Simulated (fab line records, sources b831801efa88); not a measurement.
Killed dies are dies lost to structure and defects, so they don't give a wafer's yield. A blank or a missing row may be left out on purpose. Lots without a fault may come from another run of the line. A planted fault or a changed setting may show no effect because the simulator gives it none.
Which tool did it? | flow gf180mcu | 14 lots, 42 wafers sampled, at 5 steps of a route of 602

WHAT THE GAUGES READ, wafer by wafer
GF_LVPWELL_TW_MEAS_11.
lot  | measured    | on            | LVPWELL_TW
L427 | day 4 01:32 | film_metro-03 | 554 554 554
L428 | day 4 05:17 | film_metro-03 | 555 554 557
L431 | day 4 18:47 | film_metro-03 | 552 555 556
L432 | day 5 00:40 | film_metro-01 | 564 563 565
L433 | day 5 06:02 | film_metro-02 | 554 557 557
L435 | day 5 17:46 | film_metro-03 | 549 547 551
L436 | day 6 00:55 | film_metro-01 | 567 562 565
L437 | day 6 04:56 | film_metro-02 | 560 559 560
L438 | day 6 10:29 | film_metro-02 | 559 557 558
L439 | day 6 15:33 | film_metro-03 | 551 547 551
L440 | day 6 18:24 | film_metro-01 | 566 567 565
L445 | day 8 05:47 | film_metro-02 | 559 559 557
L447 | day 8 20:28 | film_metro-02 | 1304 1300 1303 1302 1307 1297
L449 | day 9 00:49 | film_metro-02 | 1302 1305 1298 1309 1294 1302

GF_HV_LDD_OVL_MEAS_08.
lot  | measured     | on         | HV_LDD_OVL (nm)
L427 | day 10 01:47 | overlay-01 | 2.4 3.7 3.6
L428 | day 10 07:50 | overlay-02 | 0.7 2.2 1.3
L431 | day 11 02:07 | overlay-01 | 3.3 2.6 3.3
L432 | day 11 09:15 | overlay-01 | 2.0 2.9 3.0
L433 | day 11 15:15 | overlay-02 | 2.4 4.4 1.2
L435 | day 12 07:08 | overlay-01 | 0.2 -1.4 -0.3
L436 | day 12 14:14 | overlay-01 | -1.4 -0.9 0.0
L437 | day 12 20:53 | overlay-02 | 0.6 0.7 0.9
L438 | day 13 07:52 | overlay-02 | 2.0 1.5 2.3
L439 | day 13 12:53 | overlay-02 | 2.8 2.6 2.3
L440 | day 13 16:41 | overlay-02 | 5.6 5.9 4.7
L445 | day 15 15:36 | overlay-01 | -1.1 0.2 0.6

GF_SAB_CD_MEAS_09: target cd 420 nm.
lot  | measured     | on        | cd_nm (nm)
L427 | day 15 03:41 | cd_sem-01 | 421.4 421.8 419.9
L428 | day 15 10:41 | cd_sem-02 | 423.8 417.9 421.7
L431 | day 16 08:34 | cd_sem-01 | 419.2 419.8 421.2
L432 | day 16 16:36 | cd_sem-01 | 417.0 417.2 416.0
L433 | day 16 23:53 | cd_sem-02 | 420.8 420.4 420.1
L435 | day 17 19:24 | cd_sem-02 | 423.7 423.8 423.3
L436 | day 18 04:07 | cd_sem-02 | 422.3 422.0 418.3
L437 | day 18 13:17 | cd_sem-02 | 421.3 422.8 421.1
L438 | day 19 01:08 | cd_sem-02 | 417.4 419.2 419.5
L439 | day 19 07:46 | cd_sem-01 | 420.3 421.6 420.7
L440 | day 19 11:38 | cd_sem-02 | 422.7 424.6 422.3
L445 | day 21 22:11 | cd_sem-01 | 419.1 418.9 420.4

WHICH TOOL RAN EACH LOT (tool, then ch and the chambers of the sampled wafers, then the start)
lot  | GF_LVPWELL_IMPLANT_08          | GF_SAB_CVD_00
L427 | implanter-04 ch 0, day 4 01:09 | pecvd-01 ch 0,2, day 14 06:31
L428 | implanter-01 ch 0, day 4 04:53 | pecvd-02 ch 1,2, day 14 13:10
L431 | implanter-01 ch 0, day 4 18:23 | pecvd-01 ch 0,2, day 15 10:46
L432 | implanter-01 ch 0, day 5 00:18 | pecvd-02 ch 0,1,2, day 15 17:43
L433 | implanter-03 ch 0, day 5 05:39 | pecvd-01 ch 0,1,2, day 16 00:32
L435 | implanter-04 ch 0, day 5 17:22 | pecvd-04 ch 0,1, day 16 21:00
L436 | implanter-04 ch 0, day 6 00:31 | pecvd-02 ch 1,2, day 17 05:26
L437 | implanter-04 ch 0, day 6 04:33 | pecvd-01 ch 1,2, day 17 14:02
L438 | implanter-03 ch 0, day 6 10:05 | pecvd-02 ch 0,2, day 18 01:19
L439 | implanter-01 ch 0, day 6 15:09 | pecvd-01 ch 0,1, day 18 07:28
L440 | implanter-03 ch 0, day 6 18:00 | pecvd-04 ch 0,2, day 18 11:37
L445 | implanter-01 ch 0, day 8 05:25 | pecvd-01 ch 0,1,2, day 20 23:05
L447 | implanter-03 ch 0, day 8 20:04 | -
L449 | implanter-03 ch 0, day 9 00:27 | -
- GF_LVPWELL_IMPLANT_08
- GF_SAB_CVD_00: deposits SiO2 from TEOS, target thk 50 nm, time 4.9302 s.

WHAT THE TOOLS THEMSELVES READ (means of the sampled wafers that have a number; where no wafer has one, the mark that the record gives instead)
GF_LVPWELL_IMPLANT_08.
lot  | tool         | beam_on_s (s) | faraday_current_uA
L427 | implanter-04 | 9.99          | 84.8
L428 | implanter-01 | 9.91          | 85.4
L431 | implanter-01 | 9.80          | 86.3
L432 | implanter-01 | 9.72          | 87.0
L433 | implanter-03 | 9.97          | 84.6
L435 | implanter-04 | 9.81          | 86.1
L436 | implanter-04 | 10.11         | 83.7
L437 | implanter-04 | 9.84          | 86.2
L438 | implanter-03 | 10.15         | 83.1
L439 | implanter-01 | 9.89          | 85.6
L440 | implanter-03 | 9.95          | 84.9
L445 | implanter-01 | 10.03         | 84.2
L447 | implanter-03 | 9.87          | 85.7
L449 | implanter-03 | 9.81          | 86.1

GF_SAB_CVD_00.
lot  | tool     | heater_power_w (W)
L427 | pecvd-01 | 678
L428 | pecvd-02 | 677
L431 | pecvd-01 | 694
L432 | pecvd-02 | 632
L433 | pecvd-01 | 648
L435 | pecvd-04 | 545
L436 | pecvd-02 | 649
L437 | pecvd-01 | 582
L438 | pecvd-02 | 669
L439 | pecvd-01 | 630
L440 | pecvd-04 | 554
L445 | pecvd-01 | 595

THE ANSWER, worked out from the rows above alone
Rule: what is usual is taken from the lots themselves. Put in order of their means at a reading, lots are off if they are a third of the lots or fewer, leave a main group of 4 or more, and stand apart from it by a gap of 3 or more times the standard deviation of the main group's means; of several such gaps the widest counts. A main group whose means are all the same, to the digits that the tables above print for the reading, isn't used. A lot without any number at a reading at which 4 lots or more have one is off too. The other lots that the step has rows for count as sound. The gauges are gone through in route order, then the tools' own readings, and for those a lot's mean is taken as printed above. The first step at which some lot is off is used, and at that step the reading that is off furthest; a lot without a number counts as furthest.
Off: L447, L449, at GF_LVPWELL_TW_MEAS_11 (LVPWELL_TW). The main group: mean 557, standard deviation 5.3.
A tool fits if, at a process step before that reading, it ran every lot that is off, and no sound lot after the first of them. The gauges at GF_LVPWELL_TW_MEAS_11 are tried like those tools. Can't be told from this: 2 tools fit, implanter-03 at GF_LVPWELL_IMPLANT_08, film_metro-02 at GF_LVPWELL_TW_MEAS_11.

WHAT THE SIMULATOR HAD PUT IN
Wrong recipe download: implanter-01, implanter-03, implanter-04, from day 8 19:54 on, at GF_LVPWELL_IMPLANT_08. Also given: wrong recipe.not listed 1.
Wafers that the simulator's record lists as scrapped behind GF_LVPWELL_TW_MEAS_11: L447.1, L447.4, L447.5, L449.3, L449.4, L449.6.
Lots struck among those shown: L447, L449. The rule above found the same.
